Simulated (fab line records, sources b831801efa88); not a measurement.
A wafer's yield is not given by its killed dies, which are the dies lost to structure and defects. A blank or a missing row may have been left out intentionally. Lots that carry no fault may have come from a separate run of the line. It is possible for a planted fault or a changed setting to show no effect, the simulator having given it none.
Which tool was responsible? / flow gf180mcu / 21 wafers from 7 lots sampled at 2 of the route's 602 steps

## WHAT THE GAUGES SHOWED, per wafer
GF_STI_THK_MEAS_24.
lot=L484; measured=day 2 10:02; on=filmMetro-01; STI_CVD_23_THK (nm)=650 652 648
lot=L487; measured=day 3 06:39; on=filmMetro-01; STI_CVD_23_THK (nm)=644 651 648
lot=L489; measured=day 3 12:37; on=filmMetro-01; STI_CVD_23_THK (nm)=648 645 649
lot=L491; measured=day 4 00:25; on=filmMetro-03; STI_CVD_23_THK (nm)=657 651 649
lot=L494; measured=day 4 13:02; on=filmMetro-03; STI_CVD_23_THK (nm)=647 655 419
lot=L503; measured=day 6 11:23; on=filmMetro-04; STI_CVD_23_THK (nm)=640 650 646
lot=L506; measured=day 7 02:39; on=filmMetro-03; STI_CVD_23_THK (nm)=665 652 665

## EACH LOT AND THE TOOL THAT RAN IT (in order: tool; ch and the chambers of the sampled wafers; start)
lot=L484; GF_STI_CVD_23=hdpcvd-01 ch 1,2, day 2 09:58
lot=L487; GF_STI_CVD_23=hdpcvd-02 ch 1,2, day 3 06:34
lot=L489; GF_STI_CVD_23=hdpcvd-01 ch 0,2, day 3 12:31
lot=L491; GF_STI_CVD_23=hdpcvd-01 ch 0,1,2, day 4 00:20
lot=L494; GF_STI_CVD_23=hdpcvd-01 ch 0,1,2, day 4 12:56
lot=L503; GF_STI_CVD_23=hdpcvd-02 ch 0,1, day 6 11:19
lot=L506; GF_STI_CVD_23=hdpcvd-02 ch 0,1,2, day 7 02:34
- GF_STI_CVD_23: deposits SiO2, target thk 650 nm, time 108.3 s.

## THE ANSWER, worked out from the rows above alone
Rule: the usual values come from the lots themselves. Put in order of their means at a reading, lots are off if they are a third of the lots or fewer, leave a main group of 4 or more, and stand apart from it by a gap of 3 or more times the standard deviation of the main group's means; of several such gaps the widest counts. If all means in a main group match to the digits the tables above print for the reading, that group is not used. Also off: a lot with no number at a reading for which 4 or more lots have one. All remaining lots with rows at the step are treated as sound.
Off: at GF_STI_THK_MEAS_24 (STI_CVD_23_THK), L494. Main group: mean 651 nm, sd 5.
A tool fits if, at a process step before that reading, it ran every lot that is off, and no sound lot after the first of them. Gauges at GF_STI_THK_MEAS_24: tried the same way as those tools. One candidate fits, namely hdpcvd-01 at GF_STI_CVD_23. A fault onset in the window from L491 (day 4 00:20, its last sound lot) to L494 (day 4 12:56, its first lot off) fits.

## WHAT THE SIMULATOR HAD INSERTED
hdpcvd-01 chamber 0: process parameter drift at GF_STI_CVD_23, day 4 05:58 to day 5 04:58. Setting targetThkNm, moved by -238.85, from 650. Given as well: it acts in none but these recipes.
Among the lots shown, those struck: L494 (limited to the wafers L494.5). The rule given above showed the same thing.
